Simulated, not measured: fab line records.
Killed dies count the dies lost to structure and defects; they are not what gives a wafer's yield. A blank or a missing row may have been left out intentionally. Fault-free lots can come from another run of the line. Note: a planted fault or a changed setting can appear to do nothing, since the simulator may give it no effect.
A struck lot beside a sound one || flow gf180mcu || 17 steps out of a route of 602
Sound: wafers L710.1, L710.5, L710.6. The struck wafers were L716.3, L716.4, L716.6. The cause comes at the end.
For every step that has rows: the tool of each side, followed by ch and its chambers, followed by its first start. Under that, the readings that differ: sound wafers || struck wafers || difference of the means || sigmas: that difference in standard deviations of wafers without a fault.
alike: same words and numbers on both sides, and readings whose means sit less than 2 such deviations apart. not compared: any withheld reading, any reading some wafer has no value for, any bound like >300 that may hide the same value, and any number with overlapping values for which the record gives no deviation.
The two part at a step that has a row with sigmas, a row that says differs or no value, or rows on one side only. Non-overlapping numbers with no deviation appear without sigmas and do not part them. A reading missing from all wafers of one side parts the sides only when that side holds two or more wafers.

GF_STI_ETCH_14: etches Si in HBr/Cl2/O2, target depth 360 nm, time 102.9 s.
  sound on rie-si-02 ch 0,1,2, day 5 12:38; struck on rie-si-02 ch 0,3, day 6 18:44
{"reading": "O2_flow_sccm (sccm)", "sound": "5.975 5.967 5.984", "struck": "5.999 6.040 6.002", "difference": "+0.038", "sigmas": "+2"}
  alike: HBr_flow_sccm, bias-w, chamber-pressure-mTorr, drypump-motor-current-A, oes-product-au, throttle-valve-pct
  not compared: rf-hours-counter-h
GF_STI_STRIP_15: strips in O2/N2.
  sound on plasma-asher-03 ch 0,1, day 5 12:42; struck on plasma-asher-04 ch 0,1, day 6 18:50
  alike: chamber-pressure-mTorr, drypump-motor-current-A, heater-power-w, oes-product-au, strip-time-to-endpoint-s
  not compared: rf-hours-counter-h
then, 6 steps without rows for these wafers: GF_STI_CLEAN_16 (cleans in dHF, time 25 s); GF_STI_WET_ETCH_17 (etches Si3N4 in H3PO4, target depth 45 nm, time 514 s); GF_STI_CLEAN_18 (cleans in SC1/SC2, time 150 s); GF_STI_CLEAN_19 (cleans in dHF, time 20 s); GF_STI_WET_ETCH_20 (etches SiO2 in dHF, target depth 20 nm, time 400 s); GF_STI_OXIDATION_21 (stabilise 600 s, purge 300 s, target thk 15 nm).
GF_STI_THK_MEAS_22:
  struck on film-metro-03, day 6 20:25; sound on film-metro-01, day 5 16:46
{"reading": "STI_OXIDATION_01_THK (nm)", "sound": "14.8 14.6 14.6", "struck": "15.3 15.5 15.3", "difference": "+0.7", "sigmas": "+2"}
then, 1 step without rows for these wafers: GF_STI_CVD_23 (deposits SiO2, target thk 650 nm, time 108.3 s).
GF_STI_THK_MEAS_24:
  struck on film-metro-02, day 6 20:33; sound on film-metro-02, day 5 16:55
  alike: STI_CVD_23_THK
GF_STI_CMP_25: polishes, stops on Si3N4, t overpolish 30.48 s, target thk 524.6 nm.
  sound on cmp-01 ch 2,3, day 5 17:01; struck on cmp-02 ch 1,2,3, day 6 20:41
  alike: motor-current-A, overpolish-run-s, time-to-endpoint-s
GF_STI_WET_ETCH_26: etches SiO2 in dHF, target depth 94 nm, time 188 s.
  sound on wet-bench-02 ch 1, day 5 17:16; struck on wet-bench-03 ch 1, day 6 20:53
  no value came back on the struck wafers for bath-heat-duty-pct (%), run-length-s (s); on the sound wafers bath-heat-duty-pct (%) reads 6.2 5.1 5.6
{"reading": "model.SiO2_of_STI_CVD_23.thk-nm (nm)", "sound": "429.2 427.9 430.4", "struck": "525.2 524.9 523.7", "difference": "+95.4", "sigmas": ""}
{"reading": "model.Si3N4_of_STI_CVD_03.thk-nm (nm)", "sound": "147.2 148.1 147.3", "struck": "160.2 159 159.4", "difference": "+12.0", "sigmas": ""}
then, 1 step without rows for these wafers: GF_STI_WET_ETCH_27 (etches Si3N4 in H3PO4, target depth 160 nm, time 1825 s).
GF_STI_WET_ETCH_28: etches SiO2 in dHF, target depth 20 nm, time 40 s.
  sound on wet-bench-04 ch 2, day 5 17:51; struck on wet-bench-04 ch 3, day 6 21:28
{"reading": "model.SiO2_of_STI_CVD_23.thk-nm (nm)", "sound": "401.5 400.1 402.5", "struck": "497.8 497.3 496.3", "difference": "+95.8", "sigmas": ""}
  alike: bath-heat-duty-pct, run-length-s
then, 1 step without rows for these wafers: GF_STI_OXIDATION_29 (stabilise 600 s, purge 300 s, target thk 10 nm).
-- the record jumps here: 28 days lie between the struck wafers' starts before and after (it left off in module STI and takes up again in module PASSIVATION, whose first step shown is number 602 of the route) --
GF_PASSIVATION_PROBE_99:
  the record has rows for the struck wafers here (prober-01, day 34 21:01) and none for the sound ones

## WHERE THEY PART
At GF_STI_ETCH_14 first; at GF_PASSIVATION_PROBE_99 last (within this record only).

WHY: what had been put in by the simulator
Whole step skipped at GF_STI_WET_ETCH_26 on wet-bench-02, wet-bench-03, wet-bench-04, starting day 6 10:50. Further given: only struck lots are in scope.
